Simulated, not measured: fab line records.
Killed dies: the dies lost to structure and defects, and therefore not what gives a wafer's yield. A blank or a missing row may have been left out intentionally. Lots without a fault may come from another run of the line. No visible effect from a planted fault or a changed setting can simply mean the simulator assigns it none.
The tool behind it: which one? | flow sky130 | 12 lots with 36 wafers sampled at 3 steps, on a route of 708 steps

## WHAT EACH GAUGE READ, for each wafer
SKY_CONTACT_RS_MEAS_25: a four-point-probe measurement.
lot  | measured     | on            | CONTACT_W_RS (ohm/sq)
L917 | day 32 04:06 | film-metro-02 | 0.344 0.341 0.341
L918 | day 32 07:25 | film-metro-02 | 0.329 0.337 0.329
L919 | day 32 11:41 | film-metro-01 | 0.333 0.336 0.334
L922 | day 33 17:43 | film-metro-01 | 0.339 0.344 0.345
L928 | day 35 15:04 | film-metro-01 | 0.345 0.342 0.342
L933 | day 36 21:58 | film-metro-03 | 0.345 0.344 0.338
L935 | day 37 15:01 | film-metro-02 | 0.340 0.340 0.340
L936 | day 38 00:25 | film-metro-01 | 0.339 0.335 0.338
L937 | day 38 01:05 | film-metro-02 | 0.335 0.337 0.335
L938 | day 38 08:08 | film-metro-02 | 0.338 0.340 0.341
L939 | day 38 10:28 | film-metro-02 | 0.343 0.341 0.341
L940 | day 38 21:16 | film-metro-03 | 0.330 0.339 0.338

SKY_CONTACT_THK_MEAS_26: measures by xrf.
lot  | measured     | on            | CONTACT_W_THK (nm)
L917 | day 32 04:13 | film-metro-02 | 336 340 340
L918 | day 32 07:32 | film-metro-02 | 350 346 351
L919 | day 32 11:47 | film-metro-01 | 349 346 344
L922 | day 33 17:50 | film-metro-01 | 340 338 337
L928 | day 35 15:11 | film-metro-01 | 335 336 337
L933 | day 36 22:03 | film-metro-03 | 341 342 346
L935 | day 37 15:08 | film-metro-02 | 337 336 336
L936 | day 38 00:30 | film-metro-01 | 340 341 336
L937 | day 38 01:12 | film-metro-02 | 346 343 346
L938 | day 38 08:16 | film-metro-02 | 343 339 338
L939 | day 38 10:35 | film-metro-02 | 335 340 341
L940 | day 38 21:23 | film-metro-03 | 353 342 347

## WHICH TOOL RAN EACH LOT (tool, then ch and the chambers of the sampled wafers, then the start)
lot  | SKY_CONTACT_CMP_04
L917 | cmp-01 ch 0,3, day 30 23:37
L918 | cmp-02 ch 0,2,3, day 31 03:10
L919 | cmp-02 ch 0,1,2, day 31 06:43
L922 | cmp-01 ch 0,1,3, day 32 13:40
L928 | cmp-01 ch 1,2,3, day 34 11:58
L933 | cmp-02 ch 0,1,2, day 35 18:26
L935 | cmp-01 ch 1,2, day 36 11:28
L936 | cmp-02 ch 1,2,3, day 36 21:23
L937 | cmp-02 ch 2,3, day 36 22:19
L938 | cmp-01 ch 0,1, day 37 04:58
L939 | cmp-01 ch 0,1,2, day 37 07:40
L940 | cmp-02 ch 0,1,2, day 37 18:52
- SKY_CONTACT_CMP_04: polishes SiO2.

## AS READ BY THE TOOLS THEMSELVES (means over the sampled wafers that have a number; for cases with no such wafer, the mark the record gives instead)
SKY_CONTACT_CMP_04.
lot  | tool   | motor-current-A (A) | platen-rpm (rpm) | slurry-flow-ml-min | time-to-endpoint-s (s)
L917 | cmp-01 | 12.2                | 60.01            | 150.1              | 86
L918 | cmp-02 | 11.5                | 60.00            | 149.6              | 86
L919 | cmp-02 | 11.4                | 60.01            | 149.5              | 84
L922 | cmp-01 | 12.7                | 60.02            | 150.0              | 84
L928 | cmp-01 | 12.4                | 59.99            | 150.1              | 83
L933 | cmp-02 | 11.7                | 59.99            | 150.1              | 78
L935 | cmp-01 | 11.9                | 60.03            | 149.9              | 87
L936 | cmp-02 | 11.7                | 59.98            | 149.6              | 83
L937 | cmp-02 | 11.7                | 60.04            | 149.6              | 82
L938 | cmp-01 | 11.4                | 60.02            | 150.0              | 81
L939 | cmp-01 | 11.4                | 60.01            | 150.2              | 83
L940 | cmp-02 | 11.5                | 60.00            | 150.3              | 80

## THE ANSWER, worked out from the rows above alone
Rule: usual is defined by the lots themselves. Put in order of their means at a reading, lots are off if they are a third of the lots or fewer, leave a main group of 4 or more, and stand apart from it by a gap of 3 or more times the standard deviation of the main group's means; of several such gaps the widest counts. A main group is skipped when, at the precision printed for the reading in the tables above, its means are all equal. A lot without any number at a reading at which 4 lots or more have one is off too. The other lots that the step has rows for count as sound. The gauges are gone through in route order, then the tools' own readings, and for those a lot's mean is taken as printed above. The first step at which some lot is off is used, and at that step the reading that is off furthest; a lot without a number counts as furthest.
Across all readings shown, no lot is off: no conclusion can be drawn from this.

## WHAT THE SIMULATOR HAD INSERTED
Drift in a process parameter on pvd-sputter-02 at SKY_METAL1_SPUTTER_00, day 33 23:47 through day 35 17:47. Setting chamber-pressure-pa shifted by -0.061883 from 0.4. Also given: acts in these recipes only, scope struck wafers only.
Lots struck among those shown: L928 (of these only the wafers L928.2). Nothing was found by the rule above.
